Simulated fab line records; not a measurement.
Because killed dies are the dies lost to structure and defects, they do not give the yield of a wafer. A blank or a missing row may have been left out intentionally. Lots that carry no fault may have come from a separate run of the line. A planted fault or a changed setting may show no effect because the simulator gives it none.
Matching of chambers	flow gf180mcu	GF_STI_ETCH_13 on rie-diel-02 has 4 sister chambers
The step etches the open film in CHF3/O2, stops on Si, target depth 282.31 nm, time 112.9 s. 14 wafers are shown with their chamber, then 7 later ones without.

== WAFERS, EACH WITH ITS CHAMBER ==
wafer	chamber	bias-w (W)	oes-product-au (a.u.)	throttle-valve-pct (%)
L496.2	1	201.1	0.833	8.828
L496.3	2	199.4	0.827	8.798
L496.5	3	200.5	0.849	8.812
L498.1	3	200.7	0.830	8.796
L498.4	2	199.3	0.830	8.805
L498.6	0	200.5	0.831	8.819
L499.3	1	200.1	0.827	8.795
L499.5	1	199.4	0.834	8.794
L499.6	0	199.7	0.828	8.806
L505.1	1	200.3	0.839	8.792
L505.4	3	200.0	0.825	8.813
L505.5	2	199.6	0.829	8.804
L506.1	0	200.3	0.832	8.808
L506.3	3	199.7	0.834	8.815

SIGNATURES (averages over the wafers above)
reading	chamber 0	chamber 1	chamber 2	chamber 3	scatter within a chamber
bias-w	200.167	200.225	199.433	200.225	0.499
oes-product-au	0.83033	0.83325	0.82867	0.83450	0.00638
throttle-valve-pct	8.81100	8.80225	8.80233	8.80900	0.0112
Rule: for a wafer and a chamber, the distance is found by dividing, reading by reading, the gap between the wafer's reading and the chamber's mean by the reading's scatter, squaring, summing and taking the root. If the next closest chamber is less than 2 further off than the closest, the wafer can't be placed; otherwise it belongs to the closest. The scatter: take each reading less its chamber's mean, square it, sum over the shown wafers, divide by the number of wafers less the number of chambers, and take the root.

== WAFERS WHOSE CHAMBER IS MISSING ==
wafer	bias-w (W)	oes-product-au (a.u.)	throttle-valve-pct (%)
L506.5	199.7	0.833	8.810
L510.3	200.2	0.837	8.819
L510.4	200.5	0.830	8.808
L510.6	200.8	0.829	8.811
L511.1	200.5	0.836	8.818
L511.2	199.9	0.827	8.811
L511.5	199.5	0.839	8.802

== CHAMBER TAKEN BY EACH ==
wafer	from the rows above	in truth
L506.5	can't be placed: 0 or 3 or 2 or 1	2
L510.3	can't be placed: 3 or 0 or 1 or 2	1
L510.4	can't be placed: 0 or 3 or 1 or 2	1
L510.6	can't be placed: 0 or 3 or 1 or 2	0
L511.1	can't be placed: 3 or 0 or 1 or 2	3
L511.2	can't be placed: 0 or 2 or 3 or 1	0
L511.5	can't be placed: 2 or 1 or 3 or 0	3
Placed correctly: 0 of 7. Unplaceable from these rows: 7, with the true chamber sitting among the candidates in 7. Placed wrongly: 0.
